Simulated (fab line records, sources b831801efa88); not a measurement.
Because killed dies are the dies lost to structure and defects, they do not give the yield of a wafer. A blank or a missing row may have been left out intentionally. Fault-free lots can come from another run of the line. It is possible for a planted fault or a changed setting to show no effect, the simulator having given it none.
Comparing a struck lot with a sound one + flow sky130 + 16 out of 708 route steps
Sound: these wafers, L274.1, L274.3, L274.4. The struck wafers were L283.2, L283.4, L283.5. The cause comes at the end.
At each step with rows: each side's tool, then ch and its chambers, then its first start. Under that, the readings that differ: sound wafers + struck wafers + difference of the means + sigmas: that difference in standard deviations of wafers without a fault.
alike: a reading whose means differ by less than 2 such deviations, as well as words and numbers matching on both sides. not compared: withheld readings; readings where some wafer has no value; bounds like >300 that might hide an equal value; numbers whose values overlap and for which the record gives no deviation.
Wherever a step has rows on one side only, a row that says differs or no value, or a row with sigmas, the two part there. Numbers that have no deviation but don't overlap get no sigmas and don't part them. Lack of a reading on every wafer of one side parts them only where that side has two or more wafers.

SKY_CONTACT_BOW_MEAS_05:
  struck on filmMetro-03, day 33 12:58; sound on filmMetro-04, day 30 10:16
  alike: CONTACT_BOW
then, 8 steps without rows for these wafers: SKY_CONTACT_DEHYDRATE_06 (time 60 s); SKY_CONTACT_HMDS_07 (prime time 60 s); SKY_CONTACT_COAT_08 (resist thk 60 nm); SKY_CONTACT_COAT_09 (resist thk 450 nm); SKY_CONTACT_SOFTBAKE_10 (time 90 s); SKY_CONTACT_EXPOSE_11 (exposes mask CTM1, target cd 170 nm); SKY_CONTACT_PEB_12; SKY_CONTACT_DEVELOP_13 (develop time 60 s).
SKY_CONTACT_CD_MEAS_14: target cd 170 nm.
  struck on cdSem-01, day 34 15:44; sound on cdSem-02, day 31 13:40
  alike: cdNm
SKY_CONTACT_OVL_MEAS_15:
  struck on overlay-02, day 34 15:51; sound on overlay-02, day 31 13:47
  alike: CONTACT_OVL
SKY_CONTACT_ETCH_16: etches BARC in N2/H2, stops on SiO2, time 45.9 s, target depth 60 nm.
  sound on rieDiel-04 ch 1,2,3, day 31 13:49; struck on rieDiel-04 ch 1,2,3, day 34 15:53
  alike: drypumpMotorCurrentA, oesProductAu, rfFwdPowerW, throttleValvePct
  not compared: rfHoursCounterH
SKY_CONTACT_ETCH_17: etches SiO2 in C4F8/O2/Ar, stops on Si3N4, target depth 340 nm.
  sound on rieDiel-04 ch 1,2,3, day 31 13:52; struck on rieDiel-04 ch 1,2,3, day 34 15:55
| reading                                  | sound             | struck            | difference | sigmas |
|------------------------------------------|-------------------|-------------------|------------|--------|
| rfFwdPowerW (W)                          | 1476 1487 1487    | 1726 1724 1724    | +241       | +45    |
| model.CONTACT.featureDepthNm (nm)        | 340.4 339.6 340.5 | 345 344.4 345.8   | +5         |        |
| model.Si3N4_of_CONTACT_CVD_00.thkNm (nm) | 74.82 73.09 74.53 | 69.35 69.46 70.99 | -4.21      |        |
  alike: oesProductAu
  not compared: model.KrF-thick_of_CONTACT_COAT_09.thkNm
SKY_CONTACT_ETCH_18: etches Si3N4 in CHF3/O2, stops on TiN, time 39 s, target depth 75 nm.
  sound on rieDiel-04 ch 1,2,3; struck on rieDiel-04 ch 1,2,3
| reading                 | sound             | struck            | difference | sigmas |
|-------------------------|-------------------|-------------------|------------|--------|
| oesProductAu (a.u.)     | 0.845 0.841 0.855 | 0.822 0.822 0.830 | -0.022     | -3     |
| model.etch.depthNm (nm) | 74.82 73.09 74.53 | 69.35 69.46 70.99 | -4.21      |        |
  alike: O2_flow_sccm, drypumpMotorCurrentA, rfFwdPowerW, throttleValvePct
  not compared: rfHoursCounterH
SKY_CONTACT_STRIP_19: strips in O2/N2.
  sound on plasmaAsher-04 ch 0,1, day 31 13:57; struck on plasmaAsher-03 ch 0,1, day 34 16:01
  alike: drypumpMotorCurrentA, oesProductAu, stripTimeToEndpointS
  not compared: rfHoursCounterH
SKY_PAD_OPEN_PROBE_99:
  sound wafers here have rows in the record (prober-01, day 45 20:16); struck ones have none

== WHERE THEY PART ==
First at SKY_CONTACT_ETCH_17; last, within this record, at SKY_PAD_OPEN_PROBE_99.

WHY: whatever the simulator had introduced
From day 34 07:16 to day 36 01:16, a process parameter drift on rieDiel-04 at SKY_CONTACT_ETCH_17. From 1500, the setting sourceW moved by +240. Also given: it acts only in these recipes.
